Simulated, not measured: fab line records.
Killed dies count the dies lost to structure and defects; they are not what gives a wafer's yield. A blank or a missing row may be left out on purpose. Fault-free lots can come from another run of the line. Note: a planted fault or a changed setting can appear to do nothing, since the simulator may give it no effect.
fab line records :: flow sky130
record:
  lots: 12
  wafers: 34
  last-day: 50
route steps=708 shown CAPM@550 PAD_OPEN@708
lots untouched by any fault: they come from a run of this same line in which no faults occurred
start-h: hours from the record's first day to the start of the lot's first wafer shown :: wait-h: hours elapsed since this lot's preceding step :: " the same as in the row above :: L1.1+2: a single row standing in for several wafers :: - no value, or no start given :: * or withheld: withheld :: < > ~ a bound
route shown NAME@n: NAME is a module with steps in the file, n the number in the route of the first one :: usual: mean and standard deviation over wafers with no fault :: same: alike in all rows :: chamber/n: place in a boat :: sites: the reading at each site :: _std_site: standard deviation across them :: _edge_site: the outer-site mean with the inner-site mean subtracted :: radius-mm: for every site, how far away it sits from the centre of the wafer :: mask NAME#n: copy n :: behind: the most recent tool/chamber to have shaped the wafer :: hold: why the lot was held/for how many hours/how that ended :: device: names the non-switching transistor (n, p or np) :: end of line: at the end of the route, the tests of the same wafers :: a step without rows: its recipe alone :: killed: dies lost to structure and defects at the first sort, not the wafer's yield :: map: shows each die of a wafer: x if killed, . if not, _ if none is there
set.NAME: the setting the step ran with; set.NAME@STEP: the setting that earlier step ran with :: model.NAME: the simulator's own value behind a step, which no gauge read
route steps across a sampled set of lots; one table per step, one row per wafer
services: from which hour (start-h, from the record's first day; less than 0 if before it) a tool's chamber was out of use, for how many hours, and why
== steps ==
step: SKY_CAPM_METAL_ETCH_13
recipe:
  target-depth-nm: 220
  stop-on: SiO2
  chemistry: Cl2/BCl3
  target: TiN
  pressure-mtorr: 10
  icp-w: 900
  bias-w: 48.5
  Cl2_flow_sccm: 60
  bcl3-flow-sccm: 30
  time-s: 62.9
usual:
  drypump-motor-current-A: 5.75/0.21
  oes-product-au: 0.940/0.0085
  throttle-valve-pct: 21.903/0.01
lot.wafer: L143.1
tool: rie-metal-04
chamber: 1
start-h: 874.09
wait-h: 0.0
drypump-motor-current-A: 5.67
oes-product-au: 0.931
rf-hours-counter-h: 8
throttle-valve-pct: 21.917

lot.wafer: L143.4
tool: rie-metal-04
chamber: 1
start-h: 874.09
wait-h: 0.0
drypump-motor-current-A: 5.67
oes-product-au: 0.939
rf-hours-counter-h: -
throttle-valve-pct: 21.903

lot.wafer: L143.6
tool: rie-metal-04
chamber: 1
start-h: 874.09
wait-h: 0.0
drypump-motor-current-A: 5.68
oes-product-au: 0.946
rf-hours-counter-h: -
throttle-valve-pct: 21.894

lot.wafer: L144.4
tool: rie-metal-03
chamber: 0
start-h: 876.20
wait-h: 0.0
drypump-motor-current-A: 5.50
oes-product-au: 0.942
rf-hours-counter-h: -
throttle-valve-pct: 21.896

lot.wafer: L144.5
tool: rie-metal-03
chamber: 1
start-h: 876.20
wait-h: 0.0
drypump-motor-current-A: 5.94
oes-product-au: 0.937
rf-hours-counter-h: -
throttle-valve-pct: 21.894

lot.wafer: L144.6
tool: rie-metal-03
chamber: 0
start-h: 876.20
wait-h: 0.0
drypump-motor-current-A: 5.48
oes-product-au: 0.941
rf-hours-counter-h: -
throttle-valve-pct: 21.915

lot.wafer: L145.1
tool: rie-metal-01
chamber: 1
start-h: 884.69
wait-h: 0.0
drypump-motor-current-A: 5.68
oes-product-au: 0.941
rf-hours-counter-h: 10
throttle-valve-pct: 21.905

lot.wafer: L145.3
tool: rie-metal-01
chamber: 1
start-h: 884.69
wait-h: 0.0
drypump-motor-current-A: 5.67
oes-product-au: 0.938
rf-hours-counter-h: -
throttle-valve-pct: 21.919

lot.wafer: L145.6
tool: rie-metal-01
chamber: 1
start-h: 884.69
wait-h: 0.0
drypump-motor-current-A: 5.68
oes-product-au: 0.934
rf-hours-counter-h: -
throttle-valve-pct: 21.921

lot.wafer: L146.1
tool: rie-metal-01
chamber: 1
start-h: 888.49
wait-h: 0.0
drypump-motor-current-A: 5.68
oes-product-au: 0.931
rf-hours-counter-h: 11
throttle-valve-pct: 21.901

lot.wafer: L146.3
tool: rie-metal-01
chamber: 1
start-h: 888.49
wait-h: 0.0
drypump-motor-current-A: 5.67
oes-product-au: 0.952
rf-hours-counter-h: -
throttle-valve-pct: 21.924

lot.wafer: L146.5
tool: rie-metal-01
chamber: 0
start-h: 888.49
wait-h: 0.0
drypump-motor-current-A: 6.02
oes-product-au: 0.931
rf-hours-counter-h: -
throttle-valve-pct: 21.903

lot.wafer: L147.2
tool: rie-metal-04
chamber: 0
start-h: 902.28
wait-h: 0.0
drypump-motor-current-A: 6.11
oes-product-au: 0.951
rf-hours-counter-h: 0
throttle-valve-pct: 21.908

lot.wafer: L147.3
tool: rie-metal-04
chamber: 1
start-h: 902.28
wait-h: 0.0
drypump-motor-current-A: 5.67
oes-product-au: 0.926
rf-hours-counter-h: -
throttle-valve-pct: 21.912

lot.wafer: L147.4
tool: rie-metal-04
chamber: 0
start-h: 902.28
wait-h: 0.0
drypump-motor-current-A: 6.10
oes-product-au: 0.942
rf-hours-counter-h: -
throttle-valve-pct: 21.889

lot.wafer: L148.2
tool: rie-metal-03
chamber: 0
start-h: 911.43
wait-h: 0.0
drypump-motor-current-A: 5.51
oes-product-au: 0.943
rf-hours-counter-h: 5
throttle-valve-pct: 21.888

lot.wafer: L148.3
tool: rie-metal-03
chamber: 1
start-h: 911.43
wait-h: 0.0
drypump-motor-current-A: 5.95
oes-product-au: 0.938
rf-hours-counter-h: -
throttle-valve-pct: 21.907

lot.wafer: L148.6
tool: rie-metal-03
chamber: 1
start-h: 911.43
wait-h: 0.0
drypump-motor-current-A: 5.96
oes-product-au: 0.935
rf-hours-counter-h: -
throttle-valve-pct: 21.904

lot.wafer: L154.2
tool: rie-metal-03
chamber: 0
start-h: 956.63
wait-h: 0.0
drypump-motor-current-A: 5.49
oes-product-au: 0.887
rf-hours-counter-h: 8
throttle-valve-pct: 21.948

lot.wafer: L154.5
tool: rie-metal-03
chamber: 1
start-h: 956.63
wait-h: 0.0
drypump-motor-current-A: 5.90
oes-product-au: 0.934
rf-hours-counter-h: -
throttle-valve-pct: 21.905

lot.wafer: L155.2
tool: rie-metal-03
chamber: 0
start-h: 962.88
wait-h: 0.0
drypump-motor-current-A: 5.50
oes-product-au: 0.879
rf-hours-counter-h: 8
throttle-valve-pct: 21.943

lot.wafer: L155.3
tool: rie-metal-03
chamber: 1
start-h: 962.88
wait-h: 0.0
drypump-motor-current-A: 5.89
oes-product-au: 0.943
rf-hours-counter-h: -
throttle-valve-pct: 21.893

lot.wafer: L159.4
tool: rie-metal-04
chamber: 1
start-h: 995.57
wait-h: 0.0
drypump-motor-current-A: 5.67
oes-product-au: 0.941
rf-hours-counter-h: -
throttle-valve-pct: 21.914

lot.wafer: L159.5
tool: rie-metal-04
chamber: 1
start-h: 995.57
wait-h: 0.0
drypump-motor-current-A: 5.67
oes-product-au: 0.931
rf-hours-counter-h: -
throttle-valve-pct: 21.901

lot.wafer: L159.6
tool: rie-metal-04
chamber: 0
start-h: 995.57
wait-h: 0.0
drypump-motor-current-A: 6.12
oes-product-au: 0.941
rf-hours-counter-h: -
throttle-valve-pct: 21.895

lot.wafer: L163.1
tool: rie-metal-01
chamber: 0
start-h: 1009.88
wait-h: 0.0
drypump-motor-current-A: 6.02
oes-product-au: 0.957
rf-hours-counter-h: 10
throttle-valve-pct: 21.887

lot.wafer: L163.2
tool: rie-metal-01
chamber: 1
start-h: 1009.88
wait-h: 0.0
drypump-motor-current-A: 5.68
oes-product-au: 0.952
rf-hours-counter-h: 16
throttle-valve-pct: 21.891

lot.wafer: L163.6
tool: rie-metal-01
chamber: 0
start-h: 1009.88
wait-h: 0.0
drypump-motor-current-A: 6.03
oes-product-au: 0.940
rf-hours-counter-h: -
throttle-valve-pct: 21.894

lot.wafer: L162.2
tool: rie-metal-01
chamber: 0
start-h: 1013.53
wait-h: 0.0
drypump-motor-current-A: 6.01
oes-product-au: 0.925
rf-hours-counter-h: 10
throttle-valve-pct: 21.923

lot.wafer: L162.3
tool: rie-metal-01
chamber: 0
start-h: 1013.53
wait-h: 0.0
drypump-motor-current-A: 6.00
oes-product-au: 0.945
rf-hours-counter-h: -
throttle-valve-pct: 21.900

lot.wafer: L162.5
tool: rie-metal-01
chamber: 0
start-h: 1013.53
wait-h: 0.0
drypump-motor-current-A: 6.02
oes-product-au: 0.932
rf-hours-counter-h: -
throttle-valve-pct: 21.907

lot.wafer: L165.1
tool: rie-metal-04
chamber: 1
start-h: 1029.48
wait-h: 0.0
drypump-motor-current-A: 5.68
oes-product-au: 0.946
rf-hours-counter-h: 16
throttle-valve-pct: 21.922

lot.wafer: L165.2
tool: rie-metal-04
chamber: 1
start-h: 1029.48
wait-h: 0.0
drypump-motor-current-A: 5.67
oes-product-au: 0.940
rf-hours-counter-h: -
throttle-valve-pct: 21.896

lot.wafer: L165.4
tool: rie-metal-04
chamber: 1
start-h: 1029.48
wait-h: 0.0
drypump-motor-current-A: 5.68
oes-product-au: 0.939
rf-hours-counter-h: -
throttle-valve-pct: 21.912
step: SKY_CAPM_STRIP_14
recipe:
  chemistry: O2/N2
  power-w: 1400
  pressure-mtorr: 1500
  platen-temp-c: withheld
  o2-flow-sccm: 3000
  n2-flow-sccm: 300
  overash-fraction: 0.5
usual:
  drypump-motor-current-A: 6.15/0.18
  oes-product-au: 0.710/0.0043
  strip-time-to-endpoint-s: 12.64/0.045
lot.wafer: L143.1
tool: plasma-asher-03
chamber: 0
start-h: 874.25
wait-h: 0.1
drypump-motor-current-A: 5.96
oes-product-au: 0.708
rf-hours-counter-h: 44
strip-time-to-endpoint-s: 12.70

lot.wafer: L143.4
tool: plasma-asher-03
chamber: 1
start-h: 874.25
wait-h: 0.1
drypump-motor-current-A: 6.11
oes-product-au: 0.713
rf-hours-counter-h: -
strip-time-to-endpoint-s: 12.67

lot.wafer: L143.6
tool: plasma-asher-03
chamber: 1
start-h: 874.25
wait-h: 0.1
drypump-motor-current-A: 6.15
oes-product-au: 0.713
rf-hours-counter-h: -
strip-time-to-endpoint-s: 12.65

lot.wafer: L144.4
tool: plasma-asher-01
chamber: 0
start-h: 876.29
wait-h: 0.1
drypump-motor-current-A: 5.82
oes-product-au: 0.709
rf-hours-counter-h: -
strip-time-to-endpoint-s: 12.72

lot.wafer: L144.5
tool: plasma-asher-01
chamber: 0
start-h: 876.29
wait-h: 0.1
drypump-motor-current-A: 5.81
oes-product-au: 0.713
rf-hours-counter-h: -
strip-time-to-endpoint-s: 12.72

lot.wafer: L144.6
tool: plasma-asher-01
chamber: 1
start-h: 876.29
wait-h: 0.1
drypump-motor-current-A: 6.36
oes-product-au: 0.702
rf-hours-counter-h: -
strip-time-to-endpoint-s: 12.71

lot.wafer: L145.1
tool: plasma-asher-04
chamber: 1
start-h: 884.77
wait-h: 0.1
drypump-motor-current-A: 6.25
oes-product-au: 0.715
rf-hours-counter-h: 78
strip-time-to-endpoint-s: 12.60

lot.wafer: L145.3
tool: plasma-asher-04
chamber: 0
start-h: 884.77
wait-h: 0.1
drypump-motor-current-A: 6.36
oes-product-au: 0.711
rf-hours-counter-h: -
strip-time-to-endpoint-s: 12.66

lot.wafer: L145.6
tool: plasma-asher-04
chamber: 1
start-h: 884.77
wait-h: 0.1
drypump-motor-current-A: 6.26
oes-product-au: 0.711
rf-hours-counter-h: -
strip-time-to-endpoint-s: 12.64

lot.wafer: L146.1
tool: plasma-asher-04
chamber: 1
start-h: 888.57
wait-h: 0.1
drypump-motor-current-A: 6.23
oes-product-au: 0.710
rf-hours-counter-h: 78
strip-time-to-endpoint-s: 12.56

lot.wafer: L146.3
tool: plasma-asher-04
chamber: 0
start-h: 888.57
wait-h: 0.1
drypump-motor-current-A: 6.32
oes-product-au: 0.719
rf-hours-counter-h: -
strip-time-to-endpoint-s: 12.62

lot.wafer: L146.5
tool: plasma-asher-04
chamber: 1
start-h: 888.57
wait-h: 0.1
drypump-motor-current-A: 6.23
oes-product-au: 0.710
rf-hours-counter-h: -
strip-time-to-endpoint-s: 12.63

lot.wafer: L147.2
tool: plasma-asher-04
chamber: 0
start-h: 902.36
wait-h: 0.1
drypump-motor-current-A: 6.35
oes-product-au: 0.713
rf-hours-counter-h: 80
strip-time-to-endpoint-s: 12.61

lot.wafer: L147.3
tool: plasma-asher-04
chamber: 0
start-h: 902.36
wait-h: 0.1
drypump-motor-current-A: 6.34
oes-product-au: 0.706
rf-hours-counter-h: -
strip-time-to-endpoint-s: 12.63

lot.wafer: L147.4
tool: plasma-asher-04
chamber: 1
start-h: 902.36
wait-h: 0.1
drypump-motor-current-A: 6.21
oes-product-au: 0.700
rf-hours-counter-h: -
strip-time-to-endpoint-s: 12.65

lot.wafer: L148.2
tool: plasma-asher-01
chamber: 0
start-h: 911.51
wait-h: 0.1
drypump-motor-current-A: 5.79
oes-product-au: 0.719
rf-hours-counter-h: 112
strip-time-to-endpoint-s: 12.65

lot.wafer: L148.3
tool: plasma-asher-01
chamber: 0
start-h: 911.51
wait-h: 0.1
drypump-motor-current-A: 5.82
oes-product-au: 0.712
rf-hours-counter-h: -
strip-time-to-endpoint-s: 12.64

lot.wafer: L148.6
tool: plasma-asher-01
chamber: 1
start-h: 911.51
wait-h: 0.1
drypump-motor-current-A: 6.38
oes-product-au: 0.711
rf-hours-counter-h: -
strip-time-to-endpoint-s: 12.62

lot.wafer: L154.2
tool: plasma-asher-03
chamber: 0
start-h: 956.71
wait-h: 0.1
drypump-motor-current-A: 5.96
oes-product-au: 0.716
rf-hours-counter-h: 52
strip-time-to-endpoint-s: 12.92

lot.wafer: L154.5
tool: plasma-asher-03
chamber: 0
start-h: 956.71
wait-h: 0.1
drypump-motor-current-A: 5.94
oes-product-au: 0.706
rf-hours-counter-h: -
strip-time-to-endpoint-s: 12.66

lot.wafer: L155.2
tool: plasma-asher-03
chamber: 0
start-h: 962.96
wait-h: 0.1
drypump-motor-current-A: 5.99
oes-product-au: 0.709
rf-hours-counter-h: 53
strip-time-to-endpoint-s: 12.85

lot.wafer: L155.3
tool: plasma-asher-03
chamber: 0
start-h: 962.96
wait-h: 0.1
drypump-motor-current-A: 5.98
oes-product-au: 0.717
rf-hours-counter-h: -
strip-time-to-endpoint-s: 12.60

lot.wafer: L159.4
tool: plasma-asher-04
chamber: 1
start-h: 995.66
wait-h: 0.1
drypump-motor-current-A: 6.23
oes-product-au: 0.707
rf-hours-counter-h: -
strip-time-to-endpoint-s: 12.62

lot.wafer: L159.5
tool: plasma-asher-04
chamber: 0
start-h: 995.66
wait-h: 0.1
drypump-motor-current-A: 6.34
oes-product-au: 0.708
rf-hours-counter-h: -
strip-time-to-endpoint-s: 12.68

lot.wafer: L159.6
tool: plasma-asher-04
chamber: 1
start-h: 995.66
wait-h: 0.1
drypump-motor-current-A: 6.25
oes-product-au: 0.707
rf-hours-counter-h: -
strip-time-to-endpoint-s: 12.63

lot.wafer: L163.1
tool: plasma-asher-03
chamber: 0
start-h: 1009.96
wait-h: 0.1
drypump-motor-current-A: 5.97
oes-product-au: 0.710
rf-hours-counter-h: 58
strip-time-to-endpoint-s: 12.66

lot.wafer: L163.2
tool: plasma-asher-03
chamber: 1
start-h: 1009.96
wait-h: 0.1
drypump-motor-current-A: 6.16
oes-product-au: 0.703
rf-hours-counter-h: 58
strip-time-to-endpoint-s: 12.60

lot.wafer: L163.6
tool: plasma-asher-03
chamber: 1
start-h: 1009.96
wait-h: 0.1
drypump-motor-current-A: 6.15
oes-product-au: 0.710
rf-hours-counter-h: -
strip-time-to-endpoint-s: 12.67

lot.wafer: L162.2
tool: plasma-asher-03
chamber: 1
start-h: 1013.61
wait-h: 0.1
drypump-motor-current-A: 6.16
oes-product-au: 0.708
rf-hours-counter-h: 59
strip-time-to-endpoint-s: 12.64

lot.wafer: L162.3
tool: plasma-asher-03
chamber: 1
start-h: 1013.61
wait-h: 0.1
drypump-motor-current-A: 6.18
oes-product-au: 0.718
rf-hours-counter-h: -
strip-time-to-endpoint-s: 12.64

lot.wafer: L162.5
tool: plasma-asher-03
chamber: 1
start-h: 1013.61
wait-h: 0.1
drypump-motor-current-A: 6.17
oes-product-au: 0.710
rf-hours-counter-h: -
strip-time-to-endpoint-s: 12.63

lot.wafer: L165.1
tool: plasma-asher-03
chamber: 0
start-h: 1029.63
wait-h: 0.1
drypump-motor-current-A: 5.97
oes-product-au: 0.711
rf-hours-counter-h: 60
strip-time-to-endpoint-s: 12.75

lot.wafer: L165.2
tool: plasma-asher-03
chamber: 1
start-h: 1029.63
wait-h: 0.1
drypump-motor-current-A: 6.18
oes-product-au: 0.716
rf-hours-counter-h: 60
strip-time-to-endpoint-s: 12.68

lot.wafer: L165.4
tool: plasma-asher-03
chamber: 0
start-h: 1029.63
wait-h: 0.1
drypump-motor-current-A: 5.99
oes-product-au: 0.717
rf-hours-counter-h: -
strip-time-to-endpoint-s: 12.74
step: SKY_PAD_OPEN_PROBE_99
usual:
  defect-limited-yield: 82.7/1.8
  killed_at_M0_to_M3: 44/6.8
  killed_at_M4_up: 3.2/1.7
  killed-at-contacts: 24/4.9
  killed-at-front-end: 14/4.1
  killed-at-other: 0.2/0.51
  killed-dies: 85/8.7
  killed-on-rim: 16/4
  killed-open: 46/6.8
  killed-short: 39/6.1
  sort_bin_3_pad_short: 0.9/0.43
  sort_bin_5_function: 10.1/1.4
  sort_bin_6_memory: 6.3/1.1
  sort-n-pass: 407/8.7
  sort-yield-pct: 82.7/1.8
same:
  gross-dies: 492
  killed-at-back-side: 0
  sort_bin_4_leakage[%]: 0
  sort_bin_8_speed[%]: 0
lot.wafer: L144.4
tool: prober-01
chamber: -
start-h: 1076.42
wait-h: 0.2
defect-limited-yield[%]: 82.7
killed_at_M0_to_M3: 49
killed_at_M4_up: 4
killed-at-contacts: 19
killed-at-front-end: 12
killed-at-other: 1
killed-dies: 85
killed-on-rim: 17
killed-open: 51
killed-short: 34
sort_bin_3_pad_short[%]: 1.0
sort_bin_5_function[%]: 10.0
sort_bin_6_memory[%]: 6.3
sort-n-pass: 407
sort-yield-pct[%]: 82.7

lot.wafer: L144.5
tool: prober-01
chamber: -
start-h: 1076.47
wait-h: 0.2
defect-limited-yield[%]: 82.1
killed_at_M0_to_M3: 42
killed_at_M4_up: 1
killed-at-contacts: 26
killed-at-front-end: 19
killed-at-other: 0
killed-dies: 88
killed-on-rim: 16
killed-open: 49
killed-short: 39
sort_bin_3_pad_short[%]: 0.8
sort_bin_5_function[%]: 11.2
sort_bin_6_memory[%]: 5.9
sort-n-pass: 404
sort-yield-pct[%]: 82.1

lot.wafer: L144.6
tool: prober-01
chamber: -
start-h: 1076.52
wait-h: 0.2
defect-limited-yield[%]: 80.9
killed_at_M0_to_M3: 50
killed_at_M4_up: 4
killed-at-contacts: 25
killed-at-front-end: 14
killed-at-other: 1
killed-dies: 94
killed-on-rim: 16
killed-open: 59
killed-short: 35
sort_bin_3_pad_short[%]: 0.2
sort_bin_5_function[%]: 11.6
sort_bin_6_memory[%]: 7.3
sort-n-pass: 398
sort-yield-pct[%]: 80.9

lot.wafer: L154.2
tool: prober-01
chamber: -
start-h: 1142.62
wait-h: 0.1
defect-limited-yield[%]: 0
killed_at_M0_to_M3: 50
killed_at_M4_up: 2
killed-at-contacts: 22
killed-at-front-end: 10
killed-at-other: 408
killed-dies: 492
killed-on-rim: 96
killed-open: 47
killed-short: 38
sort_bin_3_pad_short[%]: 83.5
sort_bin_5_function[%]: 10.4
sort_bin_6_memory[%]: 6.1
sort-n-pass: 0
sort-yield-pct[%]: 0

lot.wafer: L154.5
tool: prober-01
chamber: -
start-h: 1142.77
wait-h: 0.2
defect-limited-yield[%]: 83.7
killed_at_M0_to_M3: 42
killed_at_M4_up: 2
killed-at-contacts: 24
killed-at-front-end: 12
killed-at-other: 0
killed-dies: 80
killed-on-rim: 11
killed-open: 41
killed-short: 39
sort_bin_3_pad_short[%]: 0.8
sort_bin_5_function[%]: 9.8
sort_bin_6_memory[%]: 5.7
sort-n-pass: 412
sort-yield-pct[%]: 83.7

lot.wafer: L155.2
tool: prober-02
chamber: -
start-h: 1144.71
wait-h: 0.1
defect-limited-yield[%]: 0
killed_at_M0_to_M3: 51
killed_at_M4_up: 6
killed-at-contacts: 28
killed-at-front-end: 9
killed-at-other: 398
killed-dies: 492
killed-on-rim: 96
killed-open: 54
killed-short: 41
sort_bin_3_pad_short[%]: 81.9
sort_bin_5_function[%]: 11.2
sort_bin_6_memory[%]: 6.9
sort-n-pass: 0
sort-yield-pct[%]: 0

lot.wafer: L155.3
tool: prober-02
chamber: -
start-h: 1144.76
wait-h: 0.2
defect-limited-yield[%]: 83.5
killed_at_M0_to_M3: 40
killed_at_M4_up: 2
killed-at-contacts: 22
killed-at-front-end: 17
killed-at-other: 0
killed-dies: 81
killed-on-rim: 19
killed-open: 44
killed-short: 37
sort_bin_3_pad_short[%]: 0.6
sort_bin_5_function[%]: 10.2
sort_bin_6_memory[%]: 5.7
sort-n-pass: 411
sort-yield-pct[%]: 83.5

lot.wafer: L159.4
tool: prober-02
chamber: -
start-h: 1171.37
wait-h: 0.2
defect-limited-yield[%]: 85.0
killed_at_M0_to_M3: 32
killed_at_M4_up: 5
killed-at-contacts: 16
killed-at-front-end: 21
killed-at-other: 0
killed-dies: 74
killed-on-rim: 20
killed-open: 35
killed-short: 39
sort_bin_3_pad_short[%]: 0.6
sort_bin_5_function[%]: 8.7
sort_bin_6_memory[%]: 5.7
sort-n-pass: 418
sort-yield-pct[%]: 85.0

lot.wafer: L159.5
tool: prober-02
chamber: -
start-h: 1171.42
wait-h: 0.2
defect-limited-yield[%]: 84.3
killed_at_M0_to_M3: 32
killed_at_M4_up: 5
killed-at-contacts: 22
killed-at-front-end: 18
killed-at-other: 0
killed-dies: 77
killed-on-rim: 17
killed-open: 36
killed-short: 41
sort_bin_3_pad_short[%]: 1.6
sort_bin_5_function[%]: 9.1
sort_bin_6_memory[%]: 4.9
sort-n-pass: 415
sort-yield-pct[%]: 84.3

lot.wafer: L159.6
tool: prober-02
chamber: -
start-h: 1171.47
wait-h: 0.2
defect-limited-yield[%]: 85.4
killed_at_M0_to_M3: 37
killed_at_M4_up: 2
killed-at-contacts: 15
killed-at-front-end: 18
killed-at-other: 0
killed-dies: 72
killed-on-rim: 16
killed-open: 37
killed-short: 35
sort_bin_3_pad_short[%]: 0.8
sort_bin_5_function[%]: 8.5
sort_bin_6_memory[%]: 5.3
sort-n-pass: 420
sort-yield-pct[%]: 85.4

lot.wafer: L165.1
tool: prober-02
chamber: -
start-h: 1194.18
wait-h: 0.1
defect-limited-yield[%]: 83.9
killed_at_M0_to_M3: 43
killed_at_M4_up: 3
killed-at-contacts: 24
killed-at-front-end: 9
killed-at-other: 0
killed-dies: 79
killed-on-rim: 17
killed-open: 47
killed-short: 32
sort_bin_3_pad_short[%]: 0.4
sort_bin_5_function[%]: 10.0
sort_bin_6_memory[%]: 5.7
sort-n-pass: 413
sort-yield-pct[%]: 83.9

lot.wafer: L165.2
tool: prober-02
chamber: -
start-h: 1194.23
wait-h: 0.1
defect-limited-yield[%]: 80.7
killed_at_M0_to_M3: 51
killed_at_M4_up: 5
killed-at-contacts: 25
killed-at-front-end: 14
killed-at-other: 0
killed-dies: 95
killed-on-rim: 19
killed-open: 51
killed-short: 44
sort_bin_3_pad_short[%]: 1.4
sort_bin_5_function[%]: 11.6
sort_bin_6_memory[%]: 6.3
sort-n-pass: 397
sort-yield-pct[%]: 80.7

lot.wafer: L165.4
tool: prober-02
chamber: -
start-h: 1194.33
wait-h: 0.2
defect-limited-yield[%]: 82.9
killed_at_M0_to_M3: 43
killed_at_M4_up: 2
killed-at-contacts: 26
killed-at-front-end: 13
killed-at-other: 0
killed-dies: 84
killed-on-rim: 21
killed-open: 46
killed-short: 38
sort_bin_3_pad_short[%]: 0.4
sort_bin_5_function[%]: 10.0
sort_bin_6_memory[%]: 6.7
sort-n-pass: 408
sort-yield-pct[%]: 82.9
killed by level:class
L144.4 VIA1:geometric-particle:open=10 CONTACT:geometric-particle:open=9 VIA2:geometric-particle:open=7 METAL1:geometric-particle:short=6 VIA3:geometric-particle:open=6 CONTACT:geometric-particle:short=5 VIA1:geometric-particle:short=4 VIA3:geometric-particle:short=4
L144.5 CONTACT:geometric-particle:open=12 FIELD_ISO:geometric-particle:open=7 VIA3:geometric-particle:open=7 VIA1:geometric-particle:short=6 VIA2:geometric-particle:open=6 FIELD_ISO:geometric-particle:short=5 LI_CONTACT:geometric-particle:open=5 CONTACT:geometric-particle:short=5
L144.6 VIA1:geometric-particle:open=14 CONTACT:geometric-particle:open=10 VIA3:geometric-particle:open=7 VIA2:geometric-particle:open=7 VIA2:geometric-particle:short=6 FIELD_ISO:geometric-particle:open=5 LI_CONTACT:geometric-particle:open=5 CONTACT:geometric-particle:short=5
L154.2 CAPM:area-etch=407 VIA1:geometric-particle:open=15 CONTACT:geometric-particle:open=8 VIA3:geometric-particle:open=8 VIA1:geometric-particle:short=7 FIELD_ISO:geometric-particle:open=6 LI_CONTACT:geometric-particle:open=5 CONTACT:geometric-particle:short=4
L154.5 CONTACT:geometric-particle:open=8 VIA1:geometric-particle:open=8 VIA1:geometric-particle:short=7 LOCAL_INTERCONNECT:geometric-particle:short=6 VIA2:geometric-particle:open=6 FIELD_ISO:geometric-particle:open=5 LI_CONTACT:geometric-particle:open=4 CONTACT:geometric-particle:short=4
L155.2 CAPM:area-etch=397 VIA1:geometric-particle:open=19 LI_CONTACT:geometric-particle:open=8 CONTACT:geometric-particle:open=8 METAL1:geometric-particle:short=6 VIA2:geometric-particle:open=6 METAL2:geometric-particle:short=5 LOCAL_INTERCONNECT:geometric-particle:short=4
L155.3 VIA1:geometric-particle:open=11 CONTACT:geometric-particle:open=9 FIELD_ISO:geometric-particle:short=6 METAL2:geometric-particle:short=6 VIA1:geometric-particle:short=5 VIA2:geometric-particle:open=5 FIELD_ISO:geometric-particle:open=4 CONTACT:geometric-particle:short=4
L159.4 VIA1:geometric-particle:open=9 METAL1:geometric-particle:short=7 FIELD_ISO:geometric-particle:short=5 VIA3:geometric-particle:open=5 POLY_GATE:geometric-particle:short=4 LI_CONTACT:geometric-particle:short=4 CONTACT:geometric-particle:open=4 METAL4:geometric-particle:short=4
L159.5 CONTACT:geometric-particle:open=8 VIA1:geometric-particle:short=7 VIA3:geometric-particle:open=7 FIELD_ISO:geometric-particle:short=6 METAL2:geometric-particle:short=6 POLY_GATE:geometric-particle:open=4 LOCAL_INTERCONNECT:geometric-particle:short=4 CONTACT:geometric-particle:short=4
L159.6 VIA1:geometric-particle:open=10 VIA3:geometric-particle:open=7 FIELD_ISO:geometric-particle:short=6 VIA1:geometric-particle:short=6 FIELD_ISO:geometric-particle:open=4 POLY_GATE:geometric-particle:short=4 LI_CONTACT:geometric-particle:open=4 LOCAL_INTERCONNECT:geometric-particle:short=4
L165.1 VIA1:geometric-particle:open=11 VIA2:geometric-particle:open=9 CONTACT:geometric-particle:open=9 LI_CONTACT:geometric-particle:open=6 FIELD_ISO:geometric-particle:short=4 CONTACT:geometric-particle:short=4 METAL1:geometric-particle:short=4 VIA3:geometric-particle:short=4
L165.2 LI_CONTACT:geometric-particle:open=9 CONTACT:geometric-particle:open=8 VIA3:geometric-particle:open=8 VIA2:geometric-particle:open=8 VIA1:geometric-particle:open=7 METAL1:geometric-particle:short=6 VIA1:geometric-particle:short=6 METAL3:geometric-particle:short=5
L165.4 VIA2:geometric-particle:open=11 CONTACT:geometric-particle:open=8 VIA1:geometric-particle:open=7 FIELD_ISO:geometric-particle:short=6 METAL2:geometric-particle:short=6 METAL1:geometric-particle:short=6 FIELD_ISO:geometric-particle:open=5 LI_CONTACT:geometric-particle:open=5
== services ==
tool: rie-metal-04
chamber: 0
start-h: 873.26
hours: -
kind: clean

tool: rie-metal-04
chamber: 0
start-h: 873.26
hours: 22.9
kind: scheduled-down

tool: rie-metal-04
chamber: 0
start-h: 873.26
hours: 22.9
kind: vent-cycle

tool: plasma-asher-04
chamber: -
start-h: 888.74
hours: 0.7
kind: repair

tool: plasma-asher-01
chamber: -
start-h: 909.84
hours: 1.5
kind: repair

tool: plasma-asher-04
chamber: -
start-h: 921.03
hours: 0.7
kind: repair

tool: rie-metal-03
chamber: 1
start-h: 945.34
hours: 4.5
kind: repair

tool: plasma-asher-04
chamber: -
start-h: 947.77
hours: 0.7
kind: repair

tool: plasma-asher-01
chamber: -
start-h: 965.19
hours: 2.8
kind: pm

tool: rie-metal-03
chamber: 1
start-h: 978.67
hours: 17.9
kind: repair

tool: rie-metal-03
chamber: -
start-h: 980.57
hours: 2.8
kind: pm

tool: plasma-asher-04
chamber: -
start-h: 1004.79
hours: 14.6
kind: pm
== key ==
first-sign:
  step: SKY_CAPM_METAL_ETCH_13
  reading: oes-product-au
  direction: down
  sigmas: 6.7
  usual: 0.940
  struck: 0.883
effect:
  step: SKY_CAPM_METAL_ETCH_13
  reading: throttle-valve-pct
  direction: up
  sigmas: 4.2
  usual: 21.903
  struck: 21.945
effect:
  step: SKY_CAPM_STRIP_14
  reading: strip-time-to-endpoint-s
  direction: up
  sigmas: 5.3
  usual: *
  struck: *
effect:
  step: SKY_PAD_OPEN_PROBE_99
  reading: killed-at-other
  direction: up
  sigmas: 99+
  usual: 0.2
  struck: 403
more-kills-born-at:
  SKY_CAPM_METAL_ETCH_13@rie-metal-03: 804
met-at SKY_CAPM_METAL_ETCH_13
struck-lots L154,L155
struck-wafers L154.2,L155.2
later-rows-left-out L154.2,L155.2
onset-between 911.43 956.63
fault:
  kind: process-parameter-drift
  tool: rie-metal-03
  chamber: -
  onset-h: 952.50
  steps: SKY_CAPM_METAL_ETCH_13
  channel: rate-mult
  offset: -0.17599
  shape: step
  end-h: 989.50
  scope: struck-wafers-only
later-rows-left-out: the simulator's readings of these wafers behind a module that went badly wrong aren't trusted and aren't shown, but for the sort
